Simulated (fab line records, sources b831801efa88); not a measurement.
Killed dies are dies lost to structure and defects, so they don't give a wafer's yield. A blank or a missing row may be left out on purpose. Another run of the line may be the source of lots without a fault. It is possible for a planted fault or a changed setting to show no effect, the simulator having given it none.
Problem report in the 8D (eight disciplines) form, filled by code    flow gf180mcu    the parts of the form that need people (team, actions taken, sign-off) are left out

== 1. THE PROBLEM ==
SALICIDE_TIN_RS at GF_SALICIDE_RS_MEAS_04 reads a mean of 14.84 ohm/sq on 6 wafers of 2 lots; wafers without a fault read 16.29 ohm/sq with a standard deviation of 0.3. Measured from the usual mean, that is -4.8 standard deviations.
The step: measures by four-point-probe.
First observed at day 20 22:02: wafer L934.2, on film metro-02. The record has a number at this step for 39 wafers belonging to 13 lots. The rule behind "out" and "out of limits": a value lying over 4 standard deviations away from the usual mean. The rest of the wafers with a number are treated as sound.

== 2. WHAT IT IS, WHAT IT ISN'T ==
question                     is                      is not
which readings at this step  SALICIDE_TIN_RS         -
which lots                   L934, L936              L919, L920, L921, L922, L924, L925, L926, L931, L935, L937, L940
which wafers of those lots   all that have a number  -
read on which gauges         film metro-02           film metro-01, film metro-03
when                         from day 20 22:02       up to then (24 sound wafers); but 9 sound wafers of L935, L937, L940 came after

== 3. THE SUSPECTS, EACH WITH WHAT RULES IT OUT ==
Counting: any tool at a process step up to the reading is kept as a suspect provided that every lot that is out went through it and no sound lot did after the first of them.
- the gauge at GF_SALICIDE_RS_MEAS_04: kept. All the wafers that are out were read on film metro-02, and no step on other tools shows them out.
- pvd sputter-04 at GF_SALICIDE_SPUTTER_02 (material Co, target thk 10 nm, time 20 s): kept. It processed each lot that is out, first L934 at day 20 21:57, and no sound lot thereafter; up to then, the last sound lot it processed was L920 at day 15 12:33.
What counting leaves: pvd sputter-04 at GF_SALICIDE_SPUTTER_02 and film metro-02 at GF_SALICIDE_RS_MEAS_04.

== 4. THE CAUSE (what the simulator had put in) ==
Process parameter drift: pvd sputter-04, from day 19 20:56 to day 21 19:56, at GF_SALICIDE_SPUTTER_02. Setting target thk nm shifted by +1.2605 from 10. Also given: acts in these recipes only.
Counting leaves 2 suspects; this tool is one of them.

== 5. SEQUENCE OF EFFECTS, ordered by route ==
Each row: a reading where the mean over the struck wafers with a number is more than 3 standard deviations away from the usual. Only readings for which the record gives a usual standard deviation are gone through. hours: the time from each lot's start at the first step in this table that gives one to its start at this step, as a median over the lots. sigmas: the change in usual standard deviations.
hours  step                    reading          usual         on struck wafers  change  sigmas
0      GF_SALICIDE_RS_MEAS_04  SALICIDE_TIN_RS  16.29 ohm/sq  14.84             -1.45   -4.8

== 6. WHAT WOULD HAVE CAUGHT IT SOONER ==
The first out-of-limits reading at a measuring or inspecting step in this record came at day 20 22:02, 25 hours after the fault's start at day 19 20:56.
Of the tool readings at GF_SALICIDE_SPUTTER_02 for which the record gives a usual standard deviation, none was out on any struck wafer, so an alarm limit of 4 standard deviations on them would not have fired.
Of the lots that are out (2), L936 began GF_SALICIDE_SPUTTER_02 on pvd sputter-04 after day 20 22:02. A tool hold placed at that time would have kept it from harm.
